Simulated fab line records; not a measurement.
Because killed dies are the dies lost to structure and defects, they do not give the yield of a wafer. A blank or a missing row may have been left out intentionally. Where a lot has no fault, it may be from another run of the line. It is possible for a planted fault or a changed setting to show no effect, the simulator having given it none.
Lot-split experiment    flow gf180mcu    route with 602 steps; 5 lots, 23 wafers read

THE SPLIT ITSELF
At GF_MIM_CVD_05 (deposits Si3N4, target thk 42 nm, time 29.086 s), the setting time-s was moved away from the recipe's 29.086 s on 7 of the 23 wafers read, by -9.8% to -7.0%. This setting was run at the recipe's value on the other wafers.

The file shows no step between the split and the reading.

THE READING
MIM_CVD_05_THK at GF_MIM_THK_MEAS_06, in nm. On this fab line, fault-free wafers typically give 41.9 nm with a standard deviation of 0.53 nm.

wafer   tool, chamber at the split  time-s as run, s  against the recipe  MIM_CVD_05_THK, nm  against lot-mates on the recipe
L079.2  pecvd-04, 2                 26.98             -7.2%               38.7                -3.4
L079.3  pecvd-04, 0                 29.086            recipe              41.1                -
L079.4  pecvd-04, 1                 29.086            recipe              42.3                -
L079.5  pecvd-04, 2                 29.086            recipe              42.9                -
L079.6  pecvd-04, 0                 26.98             -7.2%               38.7                -3.4
L080.2  pecvd-01, 0                 29.086            recipe              41.5                -
L080.5  pecvd-01, 1                 29.086            recipe              42.6                -
L080.6  pecvd-01, 2                 29.086            recipe              42.1                -
L081.1  pecvd-01, 1                 29.086            recipe              41.3                -
L081.2  pecvd-01, 2                 27.05             -7.0%               38.5                -3.2
L081.3  pecvd-01, 0                 27.05             -7.0%               38.3                -3.4
L081.4  pecvd-01, 0                 27.05             -7.0%               38.5                -3.2
L081.5  pecvd-01, 1                 29.086            recipe              42.1                -
L082.1  pecvd-01, 0                 29.086            recipe              41.3                -
L082.2  pecvd-01, 2                 29.086            recipe              41.7                -
L082.3  pecvd-01, 1                 29.086            recipe              41.6                -
L082.5  pecvd-01, 2                 29.086            recipe              42.4                -
L082.6  pecvd-01, 1                 29.086            recipe              42.6                -
L084.1  pecvd-03, 1                 29.086            recipe              41.7                -
L084.2  pecvd-03, 0                 29.086            recipe              41.2                -
L084.4  pecvd-03, 0                 26.23             -9.8%               37.7                -3.8
L084.5  pecvd-03, 2                 26.23             -9.8%               37.3                -4.2
L084.6  pecvd-03, 1                 29.086            recipe              41.7                -

FIT RESULTS
A straight line over all 23 wafers: MIM_CVD_05_THK changes by +0.459 nm for each +1% of time-s; r = +0.96; the points scatter about the line by 0.49 nm.
The same after taking each lot's own level away (the mean of its wafers on the recipe; 23 wafers): +0.441 nm for each +1%; r = +0.97; scatter 0.46 nm.
According to that fit, moving time-s by its largest amount changes the reading by 4.3 nm.
The lots' own levels span 41.53 to 42.10 nm, that is 1.1 times the standard deviation above.
The two slopes agree, so the slope changes little with the lot-to-lot level.
Check: with one of the wafers moved furthest among these (-9.8%) left out of the fit, the line predicts -4.49 nm for it against its lot-mates. It came out at -3.83 nm against them.

ADDITIONAL SPLITS CARRIED BY THESE WAFERS
Before the reading, these wafers also passed through other splits. Each is held against what the fit with the lots' levels taken away leaves over:
other split on the same wafers   wafers away from the commonest value  r with MIM_CVD_05_THK (lot level and that fit taken away)
GF_V4_DEVELOP_13 develop-time-s  6                                     -0.10
GF_V4_CVD_23 pressure-torr       10                                    -0.08

THE WHOLE CHAIN: every reading that the file lists as answering this split, in the file's order
step                what it does                                     reading                                                                      change (the file's fit)                r (the file's)
GF_MIM_CVD_05       deposits Si3N4, target thk 42 nm, time 29.086 s  Si3N4_of_MIM_CVD_05.thk-nm (the simulator's own value, which no gauge read)  +0.441 nm for each +1% of the setting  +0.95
GF_MIM_THK_MEAS_06                                                   MIM_CVD_05_THK                                                               +0.442 for each +1% of the setting     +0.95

FILE'S OWN FIT
MIM_CVD_05_THK changes by +0.442 nm for each +1% of time-s, r = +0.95.
